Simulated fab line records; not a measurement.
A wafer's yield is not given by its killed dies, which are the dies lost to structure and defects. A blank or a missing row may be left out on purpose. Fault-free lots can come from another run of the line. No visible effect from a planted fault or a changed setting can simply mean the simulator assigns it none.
Commonality check across tools / flow sky130 / 13 lots, 45 wafers sampled

## WHY IT WAS OPENED
2 of 13 lots carry a flag on the reading VIA2_W_RS at SKY_VIA2_RS_MEAS_22. Wafers without a fault read 0.2733 ohm/sq, standard deviation 0.0027.
Rule: a lot gets a flag if all its wafers with a number sit over 4 standard deviations from that mean, or if no wafer of it has a number. The other lots count as sound.

lot=L188; measured=day 37 12:31; on=film metro-02; VIA2_W_RS (ohm/sq), wafer by wafer=0.9577 0.9701 0.9899 0.9577 0.9738 0.9897; flag=FLAGGED
lot=L187; measured=day 37 19:07; on=film metro-03; VIA2_W_RS (ohm/sq), wafer by wafer=0.9735 0.9627 1.0018 0.9768 0.9600 0.9990; flag=FLAGGED
lot=L196; measured=day 40 11:43; on=film metro-01; VIA2_W_RS (ohm/sq), wafer by wafer=0.2689 0.2747 0.2724; flag=
lot=L197; measured=day 40 13:31; on=film metro-02; VIA2_W_RS (ohm/sq), wafer by wafer=0.2698 0.2727 0.2714; flag=
lot=L198; measured=day 40 19:59; on=film metro-01; VIA2_W_RS (ohm/sq), wafer by wafer=0.2704 0.2703 0.2753; flag=
lot=L199; measured=day 41 08:44; on=film metro-03; VIA2_W_RS (ohm/sq), wafer by wafer=0.2735 0.2743 0.2709; flag=
lot=L200; measured=day 41 11:45; on=film metro-02; VIA2_W_RS (ohm/sq), wafer by wafer=0.2720 0.2651 0.2722; flag=
lot=L201; measured=day 41 19:20; on=film metro-03; VIA2_W_RS (ohm/sq), wafer by wafer=0.2720 0.2706 0.2705; flag=
lot=L202; measured=day 42 00:05; on=film metro-03; VIA2_W_RS (ohm/sq), wafer by wafer=0.2762 0.2757 0.2736; flag=
lot=L203; measured=day 42 08:57; on=film metro-02; VIA2_W_RS (ohm/sq), wafer by wafer=0.2751 0.2763 0.2713; flag=
lot=L204; measured=day 42 11:05; on=film metro-03; VIA2_W_RS (ohm/sq), wafer by wafer=0.2730 0.2711 0.2735; flag=
lot=L207; measured=day 43 00:39; on=film metro-02; VIA2_W_RS (ohm/sq), wafer by wafer=0.2712 0.2654 0.2701; flag=
lot=L208; measured=day 43 16:10; on=film metro-03; VIA2_W_RS (ohm/sq), wafer by wafer=0.2738 0.2733 0.2780; flag=
Flagged lots average 0.9761 ohm/sq: +0.7028 ohm/sq relative to the usual, that is +99 or more standard deviations.

## WHICH TOOL EACH LOT WENT THROUGH
The record holds 3 process steps before the reading, out of a route of 708 steps. Each cell gives the tool, then ch followed by the chambers the sampled wafers passed through, then the start.
lot=L188; flag=FLAGGED; SKY_VIA2_CMP_02=cmp-01 ch 0,1, day 36 09:31; SKY_VIA2_ETCH_15=rie diel-02 ch 2,3, day 37 11:36; SKY_VIA2_CVD_21=cvd w-02 ch 0,1, day 37 12:23
lot=L187; flag=FLAGGED; SKY_VIA2_CMP_02=cmp-01 ch 0,1,2, day 36 15:44; SKY_VIA2_ETCH_15=rie diel-04 ch 0,2,3, day 37 18:05; SKY_VIA2_CVD_21=cvd w-02 ch 1, day 37 18:56
lot=L196; flag=; SKY_VIA2_CMP_02=cmp-02 ch 1,2,3, day 39 08:47; SKY_VIA2_ETCH_15=rie diel-01 ch 1,2,3, day 40 10:50; SKY_VIA2_CVD_21=cvd w-02 ch 1, day 40 11:34
lot=L197; flag=; SKY_VIA2_CMP_02=cmp-01 ch 1,3, day 39 11:59; SKY_VIA2_ETCH_15=rie diel-04 ch 0,1, day 40 12:39; SKY_VIA2_CVD_21=cvd w-01 ch 0,1, day 40 13:22
lot=L198; flag=; SKY_VIA2_CMP_02=cmp-02 ch 0,1,2, day 39 18:24; SKY_VIA2_ETCH_15=rie diel-04 ch 0,1, day 40 19:06; SKY_VIA2_CVD_21=cvd w-01 ch 0,1, day 40 19:51
lot=L199; flag=; SKY_VIA2_CMP_02=cmp-01 ch 0,3, day 40 07:09; SKY_VIA2_ETCH_15=rie diel-04 ch 0,1,3, day 41 07:51; SKY_VIA2_CVD_21=cvd w-02 ch 0,1, day 41 08:37
lot=L200; flag=; SKY_VIA2_CMP_02=cmp-02 ch 1,2,3, day 40 09:11; SKY_VIA2_ETCH_15=rie diel-02 ch 0,3, day 41 10:50; SKY_VIA2_CVD_21=cvd w-01 ch 0,1, day 41 11:37
lot=L201; flag=; SKY_VIA2_CMP_02=cmp-01 ch 0,2,3, day 40 17:55; SKY_VIA2_ETCH_15=rie diel-02 ch 0,1,2, day 41 18:20; SKY_VIA2_CVD_21=cvd w-02 ch 1, day 41 19:06
lot=L202; flag=; SKY_VIA2_CMP_02=cmp-02 ch 0,1,3, day 40 23:39; SKY_VIA2_ETCH_15=rie diel-02 ch 1,2, day 41 23:05; SKY_VIA2_CVD_21=cvd w-02 ch 1, day 41 23:50
lot=L203; flag=; SKY_VIA2_CMP_02=cmp-02 ch 0,2, day 41 08:31; SKY_VIA2_ETCH_15=rie diel-01 ch 1,3, day 42 08:06; SKY_VIA2_CVD_21=cvd w-02 ch 0,1, day 42 08:49
lot=L204; flag=; SKY_VIA2_CMP_02=cmp-01 ch 1,2, day 41 09:41; SKY_VIA2_ETCH_15=rie diel-04 ch 0,1,2, day 42 10:05; SKY_VIA2_CVD_21=cvd w-01 ch 0,1, day 42 10:52
lot=L207; flag=; SKY_VIA2_CMP_02=cmp-02 ch 1,2,3, day 42 00:09; SKY_VIA2_ETCH_15=rie diel-01 ch 0,1,2, day 42 23:48; SKY_VIA2_CVD_21=cvd w-01 ch 0,1, day 43 00:31
lot=L208; flag=; SKY_VIA2_CMP_02=cmp-01 ch 0,3, day 42 15:58; SKY_VIA2_ETCH_15=rie diel-04 ch 0,1, day 43 15:17; SKY_VIA2_CVD_21=cvd w-02 ch 0,1, day 43 16:02
What these steps do:
- SKY_VIA2_CMP_02: polishes SiO2.
- SKY_VIA2_ETCH_15: etches SiO2 in C4F8/O2/Ar, stops on TiN, target depth 546 nm, time 84 s.
- SKY_VIA2_CVD_21: deposits W, target thk 420 nm, time 126.4 s.
- SKY_VIA2_RS_MEAS_22: measures by four-point-probe.

## FLAGGED OVER TOTAL, TOOL BY TOOL (the gauges that took the reading come last)
step=SKY_VIA2_CMP_02; tool=cmp-01; lots run=7; flagged=2; share of the flagged lots=all; sound lots run after its first flagged lot=5 (L197,L199,L201,L204,L208)
step=SKY_VIA2_CMP_02; tool=cmp-02; lots run=6; flagged=0; share of the flagged lots=none; sound lots run after its first flagged lot=-
step=SKY_VIA2_ETCH_15; tool=rie diel-01; lots run=3; flagged=0; share of the flagged lots=none; sound lots run after its first flagged lot=-
step=SKY_VIA2_ETCH_15; tool=rie diel-02; lots run=4; flagged=1; share of the flagged lots=some; sound lots run after its first flagged lot=3 (L200,L201,L202)
step=SKY_VIA2_ETCH_15; tool=rie diel-04; lots run=6; flagged=1; share of the flagged lots=some; sound lots run after its first flagged lot=5 (L197,L198,L199,L204,L208)
step=SKY_VIA2_CVD_21; tool=cvd w-01; lots run=5; flagged=0; share of the flagged lots=none; sound lots run after its first flagged lot=-
step=SKY_VIA2_CVD_21; tool=cvd w-02; lots run=8; flagged=2; share of the flagged lots=all; sound lots run after its first flagged lot=6 (L196,L199,L201,L202,L203,L208)
step=SKY_VIA2_RS_MEAS_22; tool=film metro-01; lots run=2; flagged=0; share of the flagged lots=none; sound lots run after its first flagged lot=-
step=SKY_VIA2_RS_MEAS_22; tool=film metro-02; lots run=5; flagged=1; share of the flagged lots=some; sound lots run after its first flagged lot=4 (L197,L200,L203,L207)
step=SKY_VIA2_RS_MEAS_22; tool=film metro-03; lots run=6; flagged=1; share of the flagged lots=some; sound lots run after its first flagged lot=5 (L199,L201,L202,L204,L208)

## WHAT THE TABLE PERMITS
Every flagged lot went through 2 rows of the table: cmp-01 at SKY_VIA2_CMP_02 and cvd w-02 at SKY_VIA2_CVD_21.
- cmp-01 at SKY_VIA2_CMP_02: 2 of its 7 lots flagged. Sound lots followed the first flagged one (L197, L199, L201, L204, L208) on it, something a lasting fault affecting the whole tool could not allow.
- cvd w-02 at SKY_VIA2_CVD_21: 2 of its 8 lots flagged. Sound lots followed the first flagged one (L196, L199, L201, L202, L203, L208) on it, something a lasting fault affecting the whole tool could not allow.
There is no row in the table that ran each flagged lot and no sound lot after the first.

## WHAT THE SIMULATOR PUT IN
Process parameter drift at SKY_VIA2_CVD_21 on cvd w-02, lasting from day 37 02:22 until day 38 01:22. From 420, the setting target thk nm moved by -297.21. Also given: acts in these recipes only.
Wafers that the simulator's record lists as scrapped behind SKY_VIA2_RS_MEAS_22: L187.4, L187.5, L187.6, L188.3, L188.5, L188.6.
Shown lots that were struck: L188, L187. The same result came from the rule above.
